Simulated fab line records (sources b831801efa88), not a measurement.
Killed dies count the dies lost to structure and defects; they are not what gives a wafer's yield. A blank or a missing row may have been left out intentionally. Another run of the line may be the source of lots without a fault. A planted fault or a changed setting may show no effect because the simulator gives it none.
The same fault as seen by 2 desks + flow sky130 + only its own numbers are on each desk; what lay behind them is given at the end

## AT THE TOOL OWNER'S DESK: rie-metal-01
The tool's own readings at SKY_METAL1_ETCH_18 (etches BARC in N2/H2, stops on SiO2, time 45.9 s, target depth 60 nm): means of the sampled wafers that have a number, for each lot that ran on this tool. A lot is out of limits, marked OUT, if its mean lies more than 4 standard deviations from the usual mean; the brackets give that distance.
Columns: A = bias-w at SKY_METAL1_ETCH_18, usual 100.02 W; B = drypump-motor-current-A at SKY_METAL1_ETCH_18, usual 5.8 A; C = oes-product-au at SKY_METAL1_ETCH_18, usual 0.855 a.u.; D = throttle-valve-pct at SKY_METAL1_ETCH_18, usual 13.225 %
| lot  | first seen here | A      | B   | C     | D      |
|------|-----------------|--------|-----|-------|--------|
| L818 | day 33 23:32    | 99.87  | 6.3 | 0.854 | 13.223 |
| L820 | day 34 02:26    | 100.10 | 6.1 | 0.858 | 13.232 |
| L824 | day 35 04:05    | 100.02 | 6.1 | 0.859 | 13.218 |
| L826 | day 35 11:14    | 100.02 | 6.3 | 0.854 | 13.216 |
This desk found nothing out of limits on any of the 4 lots.

## FROM THE METROLOGY DESK
Lot by lot, what the gauges showed, no matter which tool ran the lot: averages of those sampled wafers that carry a number. A lot is out of limits, marked OUT, if its mean lies more than 4 standard deviations from the usual mean; the brackets give that distance.
Columns: A = CAP2M_OVL at SKY_CAP2M_OVL_MEAS_12, usual -1.4 nm; B = METAL5_ALCU_RS at SKY_METAL5_RS_MEAS_05, usual 0.02707 ohm/sq
| lot  | first seen here | A    | B       |
|------|-----------------|------|---------|
| L818 | day 41 17:27    | -1.4 | 0.02724 |
| L820 | day 41 22:54    | -0.2 | 0.02712 |
| L821 | day 41 23:12    | -0.1 | 0.02678 |
| L819 | day 41 23:24    | -0.9 | 0.02688 |
| L824 | day 42 19:03    | -1.8 | 0.02650 |
| L826 | day 43 02:39    | -1.1 | 0.02753 |
| L830 | day 44 04:33    | -1.5 | 0.02735 |
| L832 | day 44 09:09    | -1.4 | 0.02688 |
| L834 | day 45 06:56    | -1.3 | 0.02736 |
| L835 | day 45 10:29    | -3.7 | 0.02718 |
| L839 | day 46 08:33    | -1.4 | 0.02697 |
| L840 | day 46 11:24    | -2.0 | 0.02709 |
This desk found nothing out of limits on any of the 12 lots.

## BROUGHT TOGETHER
The desk of the tool owner found nothing out of limits.
The metrology desk saw nothing out of limits.

## WHAT HAD BEEN PUT IN BY THE SIMULATOR
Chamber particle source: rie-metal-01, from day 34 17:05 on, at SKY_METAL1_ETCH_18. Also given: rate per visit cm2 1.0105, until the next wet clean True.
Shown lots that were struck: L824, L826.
